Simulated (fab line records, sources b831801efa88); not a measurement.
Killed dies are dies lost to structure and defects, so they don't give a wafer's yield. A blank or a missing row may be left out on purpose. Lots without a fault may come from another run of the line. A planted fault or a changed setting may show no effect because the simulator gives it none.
Chamber matching | flow sky130 | SKY_VIA2_CMP_24 on cmp-02: 4 sister chambers
The step polishes, stops on SiO2, t overpolish 20 s, target thk 0 nm. 39 wafers are shown with their chamber, then 12 later ones without.

WAFERS WITH THEIR CHAMBER
wafer  | chamber | motor_current_A (A) | overpolish_run_s (s) | slurry_filter_dp_kPa (kPa)
L076.2 | 2       | 9.9                 | 19.987               | 13.46
L076.4 | 1       | 11.9                | 20.013               | 13.42
L076.5 | 0       | 11.0                | 20.013               | 13.52
L077.1 | 2       | 10.1                | 20.002               | 13.48
L077.4 | 1       | 11.1                | 19.996               | 13.48
L077.6 | 2       | 10.0                | 20.002               | 13.62
L082.2 | 2       | 9.9                 | 19.991               | 13.57
L082.3 | 3       | 11.6                | 20.009               | 13.61
L082.4 | 1       | 11.3                | 19.994               | 13.57
L080.3 | 2       | 9.8                 | 19.999               | 13.28
L080.5 | 3       | 10.4                | 20.014               | 13.48
L080.6 | 0       | 11.1                | 19.992               | 13.48
L081.1 | 1       | 11.1                | 20.006               | 13.64
L081.3 | 0       | 11.7                | 19.994               | 13.69
L081.4 | 2       | 10.0                | 20.002               | 13.25
L083.3 | 0       | 11.1                | 20.016               | 13.50
L083.4 | 2       | 9.8                 | 20.001               | 13.41
L083.6 | 0       | 11.6                | 20.002               | 13.63
L084.1 | 0       | 11.7                | 20.009               | 13.75
L084.2 | 3       | 10.6                | 20.015               | 13.47
L084.5 | 2       | 9.8                 | 19.992               | 13.60
L086.2 | 1       | 11.6                | 19.993               | 13.58
L086.3 | 0       | 11.9                | 20.001               | 13.66
L086.5 | 0       | 12.0                | 19.989               | 13.48
L085.1 | 3       | 10.9                | 20.010               | 13.59
L085.3 | 1       | 11.2                | 19.992               | 13.52
L085.6 | 2       | 9.6                 | 20.014               | 13.67
L087.1 | 0       | 11.9                | 19.989               | 13.41
L087.2 | 3       | 10.3                | 19.978               | 13.40
L087.4 | 2       | 9.6                 | 20.006               | 13.71
L089.1 | 0       | 11.1                | 19.991               | 13.59
L089.2 | 3       | 10.8                | 20.010               | 13.71
L089.4 | 2       | 10.3                | 20.006               | 13.45
L091.3 | 3       | 11.6                | 20.008               | 13.47
L091.5 | 0       | 11.7                | 19.991               | 13.78
L091.6 | 3       | 10.5                | 19.999               | 13.70
L090.1 | 0       | 11.8                | 20.011               | 13.31
L090.3 | 3       | 11.3                | 20.003               | 13.63
L090.6 | 2       | 10.5                | 19.992               | 13.48

SIGNATURES (means of the wafers above)
reading              | chamber 0 | chamber 1 | chamber 2 | chamber 3 | scatter within a chamber
motor_current_A      | 11.550    | 11.367    | 9.942     | 10.889    | 0.37
overpolish_run_s     | 19.99983  | 19.99900  | 19.99950  | 20.00511  | 0.00953
slurry_filter_dp_kPa | 13.5667   | 13.5350   | 13.4983   | 13.5622   | 0.128
Rule: a wafer's distance from a chamber is the root of the sum, over the readings, of the square of ((its reading less the chamber's mean) divided by the reading's scatter). The wafer belongs to the nearest chamber; if the next one is less than 2 further off, it can't be placed. The scatter: the root of (the sum of the squares of (reading less its chamber's mean) over the shown wafers, divided by (wafers less chambers)).

WAFERS WITHOUT THEIR CHAMBER
wafer  | motor_current_A (A) | overpolish_run_s (s) | slurry_filter_dp_kPa (kPa)
L092.2 | 11.9                | 19.993               | 13.48
L092.3 | 10.9                | 20.014               | 13.71
L092.6 | 11.4                | 19.981               | 13.49
L093.2 | 10.9                | 20.000               | 13.73
L093.4 | 11.9                | 19.998               | 13.80
L093.6 | 10.4                | 19.997               | 13.46
L095.2 | 11.6                | 20.008               | 13.67
L095.4 | 12.0                | 20.007               | 13.12
L095.5 | 11.7                | 20.002               | 13.34
L096.1 | 10.9                | 20.002               | 13.56
L096.5 | 11.5                | 20.003               | 13.54
L096.6 | 10.7                | 20.002               | 13.56

WHICH CHAMBER EACH WENT THROUGH
wafer  | from the rows above               | in truth
L092.2 | can't be placed: 0 or 1 or 3      | 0
L092.3 | can't be placed: 3 or 1 or 0 or 2 | 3
L092.6 | can't be placed: 1 or 0 or 3      | 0
L093.2 | can't be placed: 3 or 1 or 0 or 2 | 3
L093.4 | can't be placed: 0 or 1 or 3      | 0
L093.6 | can't be placed: 2 or 3 or 1 or 0 | 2
L095.2 | can't be placed: 0 or 1 or 3      | 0
L095.4 | can't be placed: 1 or 0 or 3      | 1
L095.5 | can't be placed: 1 or 0 or 3      | 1
L096.1 | can't be placed: 3 or 1 or 0      | 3
L096.5 | can't be placed: 0 or 1 or 3      | 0
L096.6 | can't be placed: 3 or 1 or 2 or 0 | 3
Placed correctly: 0 of 12. Can't be placed from these rows: 12 (the true chamber is among the candidates in 12). Placed wrongly: 0.
